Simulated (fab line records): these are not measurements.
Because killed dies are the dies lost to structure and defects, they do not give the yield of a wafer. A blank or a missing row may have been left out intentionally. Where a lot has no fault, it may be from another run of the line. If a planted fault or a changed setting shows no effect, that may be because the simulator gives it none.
fab line records | flow sky130
[record] lots = 13 | wafers = 39 | last_day = 50
route steps=708 shown VT_ADJUST_HVTP@91 LI_CONTACT@365 CONTACT@406 PAD_OPEN@708
lots untouched by any fault: they come from a run of this same line in which no faults occurred
start_h: hours from the record's first day to the start of the lot's first wafer shown | wait_h: hours from the lot's prior step to this one | " as in the row above | L1.1+2: a row that stands for several wafers | - no value, or no start was given | * or withheld: withheld | < > ~ a bound
route shown NAME@n: a module of which the file shows steps, and the number in the route of the first | usual: average and standard deviation across the fault-free wafers | same: alike in all rows | chamber/n: place in a boat | sites: per-site readings | _std_site: the values' standard deviation | _edge_site: outer sites' mean less inner sites' | radius_mm: for every site, how far away it sits from the centre of the wafer | mask NAME#n: copy n | behind: the tool/chamber that last shaped the wafer | hold: why the lot went on hold/how many hours it stayed there/how the hold came to an end | device: whichever transistor did not switch (one of n, p or np) | end of line: tests run on the same wafers once the route is complete | step lacking rows: just its recipe | killed: dies lost to structure and defects at the first sort, not the wafer's yield | map: dies across one wafer; x = killed, . = not, _ = none there
set.NAME: the setting that was run; set.NAME@STEP: the one run at that earlier step | model.NAME: the simulator's own value behind a step, which no gauge read
a sample of lots followed through the steps of the route, with each step as a table and each wafer as a row
services: when a tool's chamber went out of use (start_h, in hours from the record's first day, below 0 if earlier), for how many hours, and the reason
[[steps]]
[step SKY_VT_ADJUST_HVTP_DEVELOP_06]
[recipe] resist = NOVOLAK | developer = TMAH | develop_time_s = 60 | dev_temp_c = 23
[usual] chill_plate_temp_C = 22.99/0.11 | developer_temp_C = 22.99/0.1
lot.wafer | tool           | chamber | start_h | wait_h | chill_plate_temp_C | developer_temp_C
L344.3    | litho_track-03 | 0       | 126.44  | 0.1    | 23.01              | 23.06
L344.4    | "              | 0       | "       | "      | 23.02              | 23.14
L344.6    | "              | 0       | "       | "      | 23.10              | 23.07
L345.2    | litho_track-01 | 0       | 132.96  | 0.1    | 22.72              | 22.91
L345.3    | "              | 0       | "       | "      | 22.78              | 22.88
L345.5    | "              | 0       | "       | "      | 22.89              | 22.94
L352.2    | litho_track-04 | 0       | 172.17  | 0.1    | 22.87              | 25.40
L352.3    | "              | 0       | "       | "      | 22.98              | 25.13
L352.5    | "              | 0       | "       | "      | 23.02              | 25.30
L355.1    | litho_track-04 | 0       | 189.65  | 0.1    | 22.79              | 25.38
L355.4    | "              | 0       | "       | "      | 22.89              | 25.41
L355.5    | "              | 0       | "       | "      | 22.90              | 25.29
L358.1    | litho_track-03 | 0       | 209.89  | 0.1    | 23.21              | 22.99
L358.4    | "              | 0       | "       | "      | 23.07              | 23.02
L358.6    | "              | 0       | "       | "      | 22.99              | 23.02
L359.1    | litho_track-01 | 0       | 215.28  | 0.1    | 23.02              | 22.80
L359.2    | "              | 0       | "       | "      | 23.07              | 22.98
L359.4    | "              | 0       | "       | "      | 22.99              | 22.91
L360.1    | litho_track-03 | 0       | 220.49  | 0.1    | 23.03              | 22.96
L360.2    | "              | 0       | "       | "      | 22.99              | 22.99
L360.5    | "              | 0       | "       | "      | 22.90              | 22.89
L361.1    | litho_track-01 | 0       | 229.23  | 0.1    | 22.94              | 23.07
L361.2    | "              | 0       | "       | "      | 22.98              | 22.95
L361.3    | "              | 0       | "       | "      | 23.03              | 23.02
L363.1    | litho_track-01 | 0       | 237.63  | 0.1    | 23.03              | 22.85
L363.2    | "              | 0       | "       | "      | 22.88              | 22.94
L363.3    | "              | 0       | "       | "      | 22.97              | 22.86
L364.2    | litho_track-01 | 0       | 246.66  | 0.1    | 23.01              | 22.97
L364.3    | "              | 0       | "       | "      | 22.90              | 23.00
L364.4    | "              | 0       | "       | "      | 22.96              | 23.15
L365.1    | litho_track-01 | 0       | 254.03  | 0.1    | 23.04              | 22.93
L365.3    | "              | 0       | "       | "      | 23.02              | 22.99
L365.4    | "              | 0       | "       | "      | 22.91              | 22.96
L366.2    | litho_track-01 | 0       | 260.35  | 0.1    | 22.99              | 23.12
L366.3    | "              | 0       | "       | "      | 23.01              | 22.94
L366.5    | "              | 0       | "       | "      | 22.89              | 22.86
L367.1    | litho_track-01 | 0       | 262.63  | 0.1    | 23.00              | 23.11
L367.5    | "              | 0       | "       | "      | 22.88              | 23.03
L367.6    | "              | 0       | "       | "      | 22.98              | 23.12
[step SKY_LI_CONTACT_BOW_MEAS_03]
[recipe] mode = bow
[usual] LI_CONTACT_BOW = 57/7
lot.wafer | tool          | chamber | start_h | wait_h | LI_CONTACT_BOW[um]
L344.3    | film_metro-01 | -       | 653.36  | 0.3    | 57
L344.4    | "             | -       | "       | "      | 63
L344.6    | "             | -       | "       | "      | 62
L345.2    | film_metro-04 | -       | 659.29  | 0.3    | 55
L345.3    | "             | -       | "       | "      | 56
L345.5    | "             | -       | "       | "      | 55
L352.2    | film_metro-01 | -       | 719.64  | 0.1    | 57
L352.3    | "             | -       | "       | "      | 61
L352.5    | "             | -       | "       | "      | 53
L355.1    | film_metro-01 | -       | 737.48  | 0.2    | 58
L355.4    | "             | -       | "       | "      | 51
L355.5    | "             | -       | "       | "      | 48
L358.1    | film_metro-02 | -       | 761.32  | 0.1    | 57
L358.4    | "             | -       | "       | "      | 49
L358.6    | "             | -       | "       | "      | 52
L359.1    | film_metro-01 | -       | 766.57  | 0.1    | 59
L359.2    | "             | -       | "       | "      | 56
L359.4    | "             | -       | "       | "      | 54
L360.1    | film_metro-02 | -       | 773.98  | 0.2    | 72
L360.2    | "             | -       | "       | "      | 66
L360.5    | "             | -       | "       | "      | 49
L361.1    | film_metro-01 | -       | 785.57  | 0.2    | 57
L361.2    | "             | -       | "       | "      | 48
L361.3    | "             | -       | "       | "      | 57
L363.1    | film_metro-04 | -       | 793.92  | 0.2    | 50
L363.2    | "             | -       | "       | "      | 46
L363.3    | "             | -       | "       | "      | 54
L364.2    | film_metro-01 | -       | 802.49  | 0.2    | 62
L364.3    | "             | -       | "       | "      | 66
L364.4    | "             | -       | "       | "      | 54
L365.1    | film_metro-02 | -       | 812.37  | 0.2    | 44
L365.3    | "             | -       | "       | "      | 53
L365.4    | "             | -       | "       | "      | 57
L366.2    | film_metro-01 | -       | 818.27  | 0.2    | 47
L366.3    | "             | -       | "       | "      | 53
L366.5    | "             | -       | "       | "      | 65
L367.1    | film_metro-04 | -       | 823.68  | 0.2    | 61
L367.5    | "             | -       | "       | "      | 52
L367.6    | "             | -       | "       | "      | 60
[step SKY_CONTACT_CVD_00]
[recipe] material = Si3N4 | target_thk_nm = 75 | temp_c = 400 | time_s = withheld | rf_w = 450
[usual] heater_power_w = 750/110
lot.wafer | tool     | chamber | start_h | wait_h | heater_power_w
L344.3    | pecvd-02 | 2       | 711.96  | 0.0    | 764
L344.4    | "        | 2       | "       | "      | 796
L344.6    | "        | 0       | "       | "      | 804
L345.2    | pecvd-03 | 0       | 717.80  | 0.0    | 953
L345.3    | "        | 2       | "       | "      | 713
L345.5    | "        | 0       | "       | "      | 959
L352.2    | pecvd-01 | 2       | 776.33  | 0.0    | 749
L352.3    | "        | 0       | "       | "      | 674
L352.5    | "        | 1       | "       | "      | 674
L355.1    | pecvd-02 | 1       | 792.99  | 0.0    | 819
L355.4    | "        | 1       | "       | "      | 837
L355.5    | "        | 0       | "       | "      | 674
L358.1    | pecvd-01 | 1       | 817.08  | 0.0    | 692
L358.4    | "        | 0       | "       | "      | 724
L358.6    | "        | 2       | "       | "      | 738
L359.1    | pecvd-02 | 0       | 822.10  | 0.0    | 821
L359.2    | "        | 2       | "       | "      | 685
L359.4    | "        | 0       | "       | "      | 802
L360.1    | pecvd-03 | 0       | 829.94  | 0.0    | 895
L360.2    | "        | 2       | "       | "      | 774
L360.5    | "        | 1       | "       | "      | 638
L361.1    | pecvd-01 | 0       | 840.19  | 0.0    | 664
L361.2    | "        | 1       | "       | "      | 673
L361.3    | "        | 2       | "       | "      | 689
L363.1    | pecvd-03 | 1       | 849.10  | 0.0    | 620
L363.2    | "        | 0       | "       | "      | 1016
L363.3    | "        | 2       | "       | "      | 766
L364.2    | pecvd-03 | 0       | 858.31  | 0.0    | 1024
L364.3    | "        | 2       | "       | "      | 777
L364.4    | "        | 0       | "       | "      | 1004
L365.1    | pecvd-03 | 0       | 867.10  | 0.0    | 1015
L365.3    | "        | 1       | "       | "      | 644
L365.4    | "        | 2       | "       | "      | 702
L366.2    | pecvd-01 | 0       | 872.71  | 0.0    | 750
L366.3    | "        | 2       | "       | "      | 744
L366.5    | "        | 2       | "       | "      | 717
L367.1    | pecvd-02 | 1       | 878.29  | 0.0    | 838
L367.5    | "        | 1       | "       | "      | 839
L367.6    | "        | 2       | "       | "      | 696
[step SKY_CONTACT_SPUTTER_23]
[recipe] material = TiN | target_thk_nm = 20 | chamber_pressure_pa = 5 | power_w = 4000 | time_s = 80
[usual] throttle_valve_pct = 30.1/1.1
lot.wafer | tool           | chamber | start_h | wait_h | throttle_valve_pct
L344.3    | pvd_sputter-02 | -       | 740.88  | 0.0    | 31.1
L344.4    | "              | -       | "       | "      | 28.6
L344.6    | "              | -       | "       | "      | 31.7
L345.2    | pvd_sputter-02 | -       | 747.38  | 0.0    | 31.4
L345.3    | "              | -       | "       | "      | 28.9
L345.5    | "              | -       | "       | "      | 32.3
L352.2    | pvd_sputter-04 | -       | 804.81  | 0.0    | 29.5
L352.3    | "              | -       | "       | "      | 30.4
L352.5    | "              | -       | "       | "      | 30.6
L355.1    | pvd_sputter-03 | -       | 820.26  | 0.0    | 29.2
L355.4    | "              | -       | "       | "      | 30.5
L355.5    | "              | -       | "       | "      | 28.7
L358.1    | pvd_sputter-03 | -       | 844.11  | 0.0    | 28.5
L358.4    | "              | -       | "       | "      | 30.1
L358.6    | "              | -       | "       | "      | 30.2
L359.1    | pvd_sputter-02 | -       | 849.88  | 0.0    | 31.1
L359.2    | "              | -       | "       | "      | 32.0
L359.4    | "              | -       | "       | "      | 30.1
L360.1    | pvd_sputter-03 | -       | 857.27  | 0.0    | 30.1
L360.2    | "              | -       | "       | "      | 28.7
L360.5    | "              | -       | "       | "      | 30.3
L361.1    | pvd_sputter-03 | -       | 868.05  | 0.0    | 28.6
L361.2    | "              | -       | "       | "      | 30.2
L361.3    | "              | -       | "       | "      | 29.4
L363.1    | pvd_sputter-02 | -       | 876.22  | 0.0    | 31.2
L363.2    | "              | -       | "       | "      | 32.3
L363.3    | "              | -       | "       | "      | 30.6
L364.2    | pvd_sputter-02 | -       | 885.98  | 0.0    | 28.8
L364.3    | "              | -       | "       | "      | 30.4
L364.4    | "              | -       | "       | "      | 32.3
L365.1    | pvd_sputter-02 | -       | 895.05  | 0.0    | 32.2
L365.3    | "              | -       | "       | "      | 31.2
L365.4    | "              | -       | "       | "      | 30.3
L366.2    | pvd_sputter-03 | -       | 899.82  | 0.0    | 29.2
L366.3    | "              | -       | "       | "      | 30.3
L366.5    | "              | -       | "       | "      | 29.2
L367.1    | pvd_sputter-04 | -       | 906.01  | 0.0    | 29.6
L367.5    | "              | -       | "       | "      | 29.7
L367.6    | "              | -       | "       | "      | 29.1
[step SKY_PAD_OPEN_PROBE_99]
[usual] killed_at_M0_to_M3 = 43/8 | killed_at_M4_up = 2.9/1.6 | killed_at_contacts = 26/5.2 | killed_at_front_end = 15/4.3 | killed_at_other = 0.3/0.56 | killed_dies = 87/10 | killed_open = 48/6.9 | killed_short = 40/6.5
[same] gross_dies = 492 | killed_at_back_side = 0
lot.wafer | tool      | chamber | start_h | wait_h | killed_at_M0_to_M3 | killed_at_M4_up | killed_at_contacts | killed_at_front_end | killed_at_other | killed_dies | killed_open | killed_short
L360.1    | prober-01 | -       | 1164.75 | 0.1    | 45                 | 6               | 24                 | 9                   | 0               | 84          | 54          | 30
L360.2    | prober-01 | -       | 1164.80 | 0.1    | 39                 | 2               | 20                 | 11                  | 0               | 72          | 39          | 33
L360.5    | prober-01 | -       | 1164.95 | 0.2    | 58                 | 2               | 26                 | 17                  | 0               | 103         | 48          | 55
// killed by level:class
L360.1 VIA1:geometric_particle:open=13 CONTACT:geometric_particle:open=10 VIA3:geometric_particle:open=7 LI_CONTACT:geometric_particle:open=6 VIA1:geometric_particle:short=6 VIA2:geometric_particle:open=5 METAL2:geometric_particle:short=4 CONTACT:geometric_particle:short=3
L360.2 VIA1:geometric_particle:open=14 CONTACT:geometric_particle:open=10 POLY_GATE:geometric_particle:short=5 METAL1:geometric_particle:short=5 VIA2:geometric_particle:open=5 LOCAL_INTERCONNECT:geometric_particle:short=4 CONTACT:geometric_particle:short=4 VIA3:geometric_particle:open=4
L360.5 VIA1:geometric_particle:open=11 VIA1:geometric_particle:short=11 METAL1:geometric_particle:short=10 VIA3:geometric_particle:open=8 LI_CONTACT:geometric_particle:open=8 METAL2:geometric_particle:short=7 CONTACT:geometric_particle:short=6 POLY_GATE:geometric_particle:short=4
[[services]]
tool           | chamber | start_h | hours | kind
pvd_sputter-02 | -       | 172.70  | 49.8  | repair
pecvd-03       | -       | 243.69  | 1.8   | repair
pvd_sputter-02 | -       | 244.90  | 0.5   | repair
pecvd-01       | 0       | 267.92  | 8.9   | repair
pecvd-01       | -       | 271.51  | 3.2   | repair
pecvd-01       | -       | 272.94  | 0.3   | repair
pecvd-01       | -       | 284.87  | 1.7   | repair
pecvd-02       | -       | 288.02  | 1.4   | repair
pvd_sputter-02 | -       | 304.14  | 2.1   | repair
pecvd-02       | -       | 330.41  | 2.8   | pm
pecvd-03       | 1       | 368.55  | 18.8  | repair
pecvd-01       | 2       | 452.75  | 10.9  | repair
pecvd-03       | -       | 489.31  | 0.7   | repair
pecvd-03       | -       | 496.27  | 6.0   | pm
pvd_sputter-02 | -       | 649.57  | 3.0   | repair
pvd_sputter-03 | -       | 658.71  | 3.3   | repair
pvd_sputter-03 | -       | 708.36  | 3.5   | repair
pvd_sputter-03 | -       | 709.12  | 2.6   | repair
pvd_sputter-02 | -       | 729.54  | 2.2   | repair
pvd_sputter-03 | -       | 742.39  | 6.1   | repair
pecvd-03       | -       | 755.39  | 14.6  | pm
pecvd-03       | 2       | 821.51  | 6.9   | repair
pecvd-03       | 1       | 861.82  | 4.2   | repair
pvd_sputter-03 | -       | 870.84  | 1.2   | repair
[[key]]
[first_sign] step = SKY_VT_ADJUST_HVTP_DEVELOP_06 | reading = developer_temp_C | direction = up | sigmas = 23 | usual = * | struck = *
effect none on later readings
met_at SKY_VT_ADJUST_HVTP_DEVELOP_06
struck_lots L352,L355
tester_left_out L352,L355
not_acting_at SKY_LI_CONTACT_BOW_MEAS_03,SKY_CONTACT_CVD_00,SKY_CONTACT_SPUTTER_23
[fault] kind = process_parameter_drift | tool = litho_track-04 | chamber = - | onset_h = 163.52 | steps = SKY_VT_ADJUST_HVTP_DEVELOP_06 | channel = dev_temp_c | offset = * | shape = step | end_h = 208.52 | acts_in = * | stated = *
// tester_left_out: of these lots the tester's yield and bins aren't shown, on N5 and GAA mostly nor the transistor test; their killed dies are dies lost to structure and defects alone, not to doping, threshold or leakage, so they don't give the yield
